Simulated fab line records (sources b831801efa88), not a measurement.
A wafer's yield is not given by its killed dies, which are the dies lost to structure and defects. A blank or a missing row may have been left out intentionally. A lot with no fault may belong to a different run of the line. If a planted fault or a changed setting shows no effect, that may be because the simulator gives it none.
Chamber matching | flow sky130 | SKY_FIELD_ISO_ETCH_17 on rie-si-02 has 4 sister chambers
The step etches Si in HBr/Cl2/O2, target depth 342 nm, time 97.7 s. 16 wafers are shown with their chamber, then 8 later ones without.

== WAFERS WITH THEIR CHAMBER ==
wafer  | chamber | drypump-motor-current-A (A) | throttle-valve-pct (%) | oes-product-au (a.u.)
L111.1 | 3       | 5.1                         | 25.648                 | 1.015
L111.2 | 1       | 5.0                         | 25.660                 | 1.007
L111.4 | 0       | 5.7                         | 25.652                 | 1.004
L112.3 | 3       | 5.1                         | 25.643                 | 1.001
L112.5 | 1       | 5.0                         | 25.644                 | 0.997
L112.6 | 2       | 5.7                         | 25.672                 | 0.998
L115.3 | 3       | 5.1                         | 25.647                 | 1.010
L115.5 | 0       | 5.7                         | 25.645                 | 1.011
L115.6 | 3       | 5.1                         | 25.647                 | 1.001
L120.2 | 1       | 5.0                         | 25.665                 | 0.999
L120.3 | 3       | 5.0                         | 25.657                 | 1.000
L120.4 | 0       | 5.7                         | 25.640                 | 1.013
L123.2 | 3       | 5.0                         | 25.645                 | 0.996
L123.4 | 1       | 5.0                         | 25.661                 | 0.991
L123.6 | 1       | 5.0                         | 25.672                 | 0.992
L124.1 | 3       | 5.1                         | 25.654                 | 0.995

SIGNATURES (averages over the wafers above)
reading                 | chamber 0 | chamber 1 | chamber 2 | chamber 3 | scatter within a chamber
drypump-motor-current-A | 5.700     | 5.000     | 5.700     | 5.071     | 0.0345
throttle-valve-pct      | 25.64567  | 25.66040  | 25.67200  | 25.64871  | 0.00734
oes-product-au          | 1.00933   | 0.99720   | 0.99800   | 1.00257   | 0.00665
Rule: distance of a wafer from a chamber = root of the sum over the readings of ((wafer's reading minus chamber's mean) / reading's scatter) squared. The wafer belongs to the nearest chamber; if the next one is less than 2 further off, it can't be placed. The scatter: the root of (the sum of the squares of (reading less its chamber's mean) over the shown wafers, divided by (wafers less chambers)).

== WAFERS WITHOUT THEIR CHAMBER ==
wafer  | drypump-motor-current-A (A) | throttle-valve-pct (%) | oes-product-au (a.u.)
L124.2 | 5.7                         | 25.671                 | 1.014
L124.3 | 5.0                         | 25.643                 | 0.997
L128.2 | 5.0                         | 25.657                 | 1.016
L128.4 | 5.7                         | 25.650                 | 1.004
L128.5 | 5.7                         | 25.670                 | 1.022
L131.1 | 5.7                         | 25.644                 | 1.016
L131.2 | 5.7                         | 25.662                 | 1.004
L131.5 | 5.7                         | 25.651                 | 0.997

== CHAMBER TAKEN BY EACH ==
wafer  | from the rows above     | in truth
L124.2 | can't be placed: 2 or 0 | 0
L124.3 | can't be placed: 3 or 1 | 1
L128.2 | can't be placed: 1 or 3 | 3
L128.4 | 0                       | 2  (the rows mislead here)
L128.5 | can't be placed: 2 or 0 | 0
L131.1 | 0                       | 0
L131.2 | can't be placed: 2 or 0 | 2
L131.5 | can't be placed: 0 or 2 | 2
Correctly placed: 1 of 8. Unplaceable from these rows: 6, with the true chamber sitting among the candidates in 6. Number placed wrongly: 1.
